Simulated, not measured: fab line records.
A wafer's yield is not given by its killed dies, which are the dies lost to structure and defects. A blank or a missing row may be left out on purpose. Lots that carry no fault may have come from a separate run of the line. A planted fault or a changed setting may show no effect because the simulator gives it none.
Shared-tool check ; flow sky130 ; 12 lots and 36 wafers in the sample

== WHY THIS WAS OPENED ==
At SKY_SONOS_ONO_THK_MEAS_05 the reading SONOS_ONO_CVD_04_THK is flagged on 3 of 12 lots. Wafers without a fault read 5.87 nm, standard deviation 0.13.
Rule: a lot is flagged when every wafer of it that has a number lies more than 4 standard deviations from that mean, or none has a number. As for the other lots, they are considered sound.

lot;measured;on;SONOS_ONO_CVD_04_THK (nm), wafer by wafer;flag
L553;day 12 03:43;film metro-01;5.97 5.80 5.98;
L554;day 12 05:54;film metro-01;5.55 5.63 5.63;
L556;day 13 14:31;film metro-04;5.77 5.80 5.84;
L557;day 13 23:35;film metro-03;5.86 5.75 5.84;
L559;day 14 15:32;film metro-03;5.84 5.89 5.84;
L560;day 14 20:16;film metro-01;6.10 5.95 6.09;
L561;day 15 16:07;film metro-01;5.98 5.93 6.09;
L564;day 16 12:02;film metro-01;5.68 5.67 5.71;
L565;day 16 18:07;film metro-04;6.03 5.95 5.88;
L567;day 16 21:49;film metro-04;7.90 7.86 7.84;FLAGGED
L566;day 16 23:13;film metro-01;7.89 7.82 7.72;FLAGGED
L568;day 17 04:40;film metro-03;7.71 7.62 7.69;FLAGGED
Average over the flagged lots: 7.78 nm; offset from the usual +1.91 nm, equal to +15 standard deviations.

== WHICH TOOL RAN EACH LOT ==
The record holds 2 process steps before the reading, out of a route of 708 steps. Cell contents, in order: the tool; ch with the chambers the sampled wafers went through; the start.
lot;flag;SKY_VT_ADJUST_HVTR_STRIP_10;SKY_SONOS_ONO_CVD_04
L553;;plasma asher-04 ch 0,1, day 9 22:19;lpcvd-03 ch 0, day 12 02:27
L554;;plasma asher-04 ch 0,1, day 10 01:21;lpcvd-03 ch 0, day 12 04:39
L556;;plasma asher-01 ch 0,1, day 11 08:07;lpcvd-03 ch 1, day 13 13:16
L557;;plasma asher-02 ch 0,1, day 11 16:53;lpcvd-03 ch 1, day 13 22:19
L559;;plasma asher-02 ch 0,1, day 12 07:55;lpcvd-03 ch 1, day 14 14:16
L560;;plasma asher-04 ch 0,1, day 12 12:49;lpcvd-03 ch 0, day 14 19:01
L561;;plasma asher-02 ch 0,1, day 13 06:52;lpcvd-03 ch 1, day 15 14:50
L564;;plasma asher-01 ch 0,1, day 13 23:40;lpcvd-03 ch 0, day 16 10:46
L565;;plasma asher-04 ch 1, day 14 06:10;lpcvd-03 ch 0, day 16 16:51
L567;FLAGGED;plasma asher-02 ch 1, day 14 09:54;lpcvd-03 ch 1, day 16 20:34
L566;FLAGGED;plasma asher-01 ch 0,1, day 14 11:16;lpcvd-03 ch 1, day 16 21:57
L568;FLAGGED;plasma asher-01 ch 0,1, day 14 15:40;lpcvd-03 ch 1, day 17 03:25
What the steps here do:
- SKY_VT_ADJUST_HVTR_STRIP_10: strips in O2/N2.
- SKY_SONOS_ONO_CVD_04: deposits SiO2 from SiH4/N2O, target thk 5.7199 nm.
- SKY_SONOS_ONO_THK_MEAS_05

== FLAGGED AGAINST TOTAL, ONE TOOL AT A TIME (gauges that did the reading follow at the end) ==
step;tool;lots run;flagged;share of the flagged lots;sound lots run after its first flagged lot
SKY_VT_ADJUST_HVTR_STRIP_10;plasma asher-01;4;2;some;0
SKY_VT_ADJUST_HVTR_STRIP_10;plasma asher-02;4;1;some;0
SKY_VT_ADJUST_HVTR_STRIP_10;plasma asher-04;4;0;none;-
SKY_SONOS_ONO_CVD_04;lpcvd-03;12;3;all;0
SKY_SONOS_ONO_THK_MEAS_05;film metro-01;6;1;some;0
SKY_SONOS_ONO_THK_MEAS_05;film metro-03;3;1;some;0
SKY_SONOS_ONO_THK_MEAS_05;film metro-04;3;1;some;0

== THE TABLE: WHAT IT ALLOWS ==
All flagged lots share 1 row of the table, namely lpcvd-03 at SKY_SONOS_ONO_CVD_04.
- lpcvd-03 at SKY_SONOS_ONO_CVD_04: 3 of its 12 lots flagged. It ran its last sound lot, L565, at day 16 16:51 and its first flagged lot, L567, at day 16 20:34: a fault with its onset between the two fits.
Just one tool remains: lpcvd-03 at SKY_SONOS_ONO_CVD_04.

== WHAT THE SIMULATOR HAD PUT IN ==
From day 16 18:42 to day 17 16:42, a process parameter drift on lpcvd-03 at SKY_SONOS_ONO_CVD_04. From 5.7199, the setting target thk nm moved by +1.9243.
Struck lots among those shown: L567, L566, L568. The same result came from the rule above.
